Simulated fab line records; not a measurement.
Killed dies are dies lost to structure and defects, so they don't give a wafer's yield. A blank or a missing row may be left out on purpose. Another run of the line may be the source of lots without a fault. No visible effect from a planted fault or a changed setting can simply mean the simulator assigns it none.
A struck lot beside a sound one :: flow gf180mcu :: 28 steps out of a route of 602
Sound: these wafers, L286.2, L286.4, L286.6. The struck wafers were L304.1, L304.2, L304.6. Last of all comes the cause.
Order at every step that has rows: each side's tool, ch and its chambers, its first start. Under that, the readings that differ: sound wafers :: struck wafers :: difference of the means :: sigmas: that difference in standard deviations of wafers without a fault.
alike: readings whose means differ by less than 2 such deviations, and words and numbers that are the same on both sides. not compared: withheld readings, readings that some wafer has no value for, bounds like >300 that may hide the same value, and numbers for which the record gives no deviation and whose values overlap.
A row with sigmas, a row that says differs or no value, or rows on one side alone: a step with any of these is where the two part. When numbers do not overlap yet have no deviation, they are printed without sigmas and do not part them. Lack of a reading on every wafer of one side parts them only where that side has two or more wafers.

first, 8 steps without rows for these wafers: GF_SALICIDE_WET_ETCH_01 (etches SiO2 in dHF, target depth 5 nm, time 100 s); GF_SALICIDE_SPUTTER_02 (material Co, target thk 10 nm, time 20 s); GF_SALICIDE_SPUTTER_03 (material TiN, target thk 20 nm, time 16.7 s); GF_SALICIDE_RTA_06 (time 30 s); GF_SALICIDE_WET_ETCH_07 (etches the open film in SPM, target depth 120 nm); GF_SALICIDE_RTA_08 (time 30 s); GF_CONTACT_CVD_00 (deposits SiO2, target thk 300 nm, time 50 s); GF_CONTACT_CVD_02 (deposits SiO2 from TEOS, target thk 860 nm, time 95.992 s).
GF_CONTACT_CMP_04: polishes SiO2.
  sound on cmp-01 ch 0,1,3, day 15 03:47; struck on cmp-01 ch 0,2, day 21 20:56
  no value came back on the struck wafers for edge-zone-pressure-frac, head-pressure-psi (psi), motor-current-A (A), time-to-endpoint-s (s); on the sound wafers edge-zone-pressure-frac reads 0.999 0.997 0.999
reading: model.SiO2_of_CONTACT_CVD_02.thk-nm (nm)
sound: 562.3 560.4 563
struck: 862.1 851.3 865.4
difference: +297.7
sigmas: 
then, 9 steps without rows for these wafers: GF_CONTACT_DEHYDRATE_06 (time 60 s); GF_CONTACT_HMDS_07 (prime time 60 s); GF_CONTACT_COAT_08; GF_CONTACT_COAT_09 (resist thk 1000 nm); GF_CONTACT_SOFTBAKE_10 (time 60 s); GF_CONTACT_EXPOSE_11 (exposes mask Contact, target cd 220 nm); GF_CONTACT_PEB_12 (peb time 90 s); GF_CONTACT_DEVELOP_13 (develop time 60 s); GF_CONTACT_ETCH_16 (etches BARC in N2/H2).
GF_CONTACT_ETCH_17: etches SiO2 in C4F8/O2/Ar, stops on CoSi2, target depth 860 nm.
  sound: rie-diel-03 ch 1,3; struck: rie-diel-03 ch 0,1
reading: oes-product-au (a.u.)
sound: 0.821 0.811 0.819
struck: 1.561 1.540 1.567
difference: +0.739
sigmas: +99 or more

reading: model.CONTACT.feature-depth-nm (nm)
sound: 864.9 860.4 864.3
struck: 1162 1152 1167
difference: +297
sigmas: 

reading: model.etch.depth-nm (nm)
sound: 864.9 860.4 864.3
struck: 1162 1152 1167
difference: +297
sigmas: 
  alike: bias-w, chamber-pressure-mTorr
then, 7 steps without rows for these wafers: GF_CONTACT_STRIP_18 (strips in O2/N2); GF_CONTACT_CLEAN_19 (cleans in SPM); GF_CONTACT_CLEAN_20 (cleans in DIW); GF_CONTACT_CLEAN_21 (cleans in dHF, time 20 s); GF_CONTACT_SPUTTER_22 (material Ti, target thk 15 nm, time 80.02 s); GF_CONTACT_SPUTTER_23 (material TiN, target thk 10 nm, time 40 s); GF_CONTACT_CVD_24 (deposits W, target thk 300 nm, time 90.339 s).
GF_CONTACT_CMP_27: polishes, stops on SiO2, t overpolish 15 s, target thk 0 nm.
  sound on cmp-01 ch 1,2, day 16 02:34; struck on cmp-02 ch 0,1,2, day 22 21:23
reading: model.SiO2_of_CONTACT_CVD_02.thk-nm (nm)
sound: 555.5 553.6 556.2
struck: 855.4 844.6 858.7
difference: +297.8
sigmas: 
  alike: edge-zone-pressure-frac, head-pressure-psi, motor-current-A
-- the record jumps here: 11 days lie between the struck wafers' starts before and after (it left off in module CONTACT and takes up again in module PASSIVATION, whose first step shown is number 602 of the route) --
GF_PASSIVATION_PROBE_99:
  record: rows for the struck wafers here (prober-01, day 33 23:52), none for the sound ones

== WHERE THEY PART ==
Last at GF_PASSIVATION_PROBE_99 as far as this record goes, first at GF_CONTACT_CMP_04.

WHY: what had been put in by the simulator
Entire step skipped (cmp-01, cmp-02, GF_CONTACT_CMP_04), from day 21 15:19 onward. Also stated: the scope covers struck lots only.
